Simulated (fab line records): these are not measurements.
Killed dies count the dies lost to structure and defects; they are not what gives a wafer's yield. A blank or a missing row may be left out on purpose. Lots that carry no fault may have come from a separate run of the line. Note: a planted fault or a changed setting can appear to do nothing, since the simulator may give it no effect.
A single fault, viewed from 2 desks    flow gf180mcu    every desk sees just its own numbers, and what lay behind them comes last

FOR THE TOOL OWNER'S DESK: rtp-anneal-02
At GF_PSD_RTA_13 (time 20 s), the tool's own readings, given per lot that ran on this tool as the mean of the sampled wafers with a number. Any lot whose mean is over 4 standard deviations away from the usual mean is out of limits and marked OUT; that distance is given in the brackets.
Columns: A = lamp-power-pct at GF_PSD_RTA_13, usual 34 %; B = run-length-s at GF_PSD_RTA_13, usual 49.3 s; C = wafer_temp_C_max at GF_PSD_RTA_13, usual 1029.4
lot   first seen here  A   B     C
L332  day 15 12:46     29  51.3  1029.6
L333  day 15 16:23     29  51.3  1030.5
L334  day 16 14:02     29  51.0  1030.0
L337  day 17 01:19     29  52.7  1030.2
L339  day 17 21:37     29  50.8  1030.4
L346  day 20 03:24     29  49.1  1030.0
L347  day 20 09:17     29  49.1  1029.5
L348  day 20 20:23     29  49.1  1030.8
L352  day 22 01:55     29  49.2  1030.3
This desk's verdict: no lot among the 9 shows anything out of limits.

METROLOGY DESK
What the gauges read for every lot (on any tool): the sampled wafers with a number, averaged. Any lot whose mean is over 4 standard deviations away from the usual mean is out of limits and marked OUT; that distance is given in the brackets.
Columns: A = cd-nm at GF_HV_LDD_CD_MEAS_31, usual 400.0 nm; B = HV_LDD_4_TW at GF_HV_LDD_TW_MEAS_50, usual 569; C = NSD_RS at GF_PSD_RS_MEAS_14, usual 46.08 ohm/sq; D = PSD_RS at GF_PSD_RS_MEAS_15, usual 108.44 ohm/sq; E = SAB_OVL at GF_SAB_OVL_MEAS_10, usual -0.5 nm
lot   first seen here  A      B    C                 D                  E
L329  day 11 11:16     402.1  565  46.00             108.24             -0.1
L330  day 11 18:16     403.1  572  46.06             108.53             -0.9
L332  day 12 16:12     400.6  572  46.14             108.50             -0.8
L333  day 12 21:10     403.9  562  46.06             108.48             -0.2
L334  day 13 15:31     400.8  568  45.70 (-5.1) OUT  107.06 (-5.3) OUT  -0.9
L337  day 14 03:26     397.1  568  45.34 (-10) OUT   106.66 (-6.9) OUT  0.3
L339  day 14 23:16     400.6  568  45.73 (-4.8) OUT  107.49             0.7
L345  day 16 11:33     400.6  567  46.09             108.26             -0.2
L346  day 16 22:42     400.7  572  45.99             108.34             0.3
L347  day 17 05:16     403.4  572  46.20             108.56             -0.8
L348  day 17 15:43     401.5  573  46.14             108.79             -0.4
L349  day 17 23:19     396.7  569  46.16             108.64             1.7
L350  day 18 07:42     400.9  574  46.14             108.73             -1.2
L352  day 18 20:57     399.5  572  46.12             108.41             0.7
This desk's finding: out of limits on L334, L337, L339; first on L334, day 16 14:07 (NSD_RS at GF_PSD_RS_MEAS_14). L329, L330, L332, L333, L345, L346, L347, L348, L349, L350, L352 stayed within limits.

PUT TOGETHER
The metrology desk could have raised an alarm at day 16 14:07, on L334, L337, L339.
The tool owner's desk saw nothing out of limits.
Tool owner's desk: L334, L337, L339 on record, inside its limits.
GF_PSD_RTA_13 was run on rtp-anneal-02 by each of the lots named.

WHAT THE SIMULATOR HAD INSERTED
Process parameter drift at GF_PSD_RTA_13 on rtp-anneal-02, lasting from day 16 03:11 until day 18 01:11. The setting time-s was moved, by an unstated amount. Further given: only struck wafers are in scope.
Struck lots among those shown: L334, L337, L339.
Per desk, hours elapsed from the start of the fault to the first reading out of limits: for the metrology desk, 11.
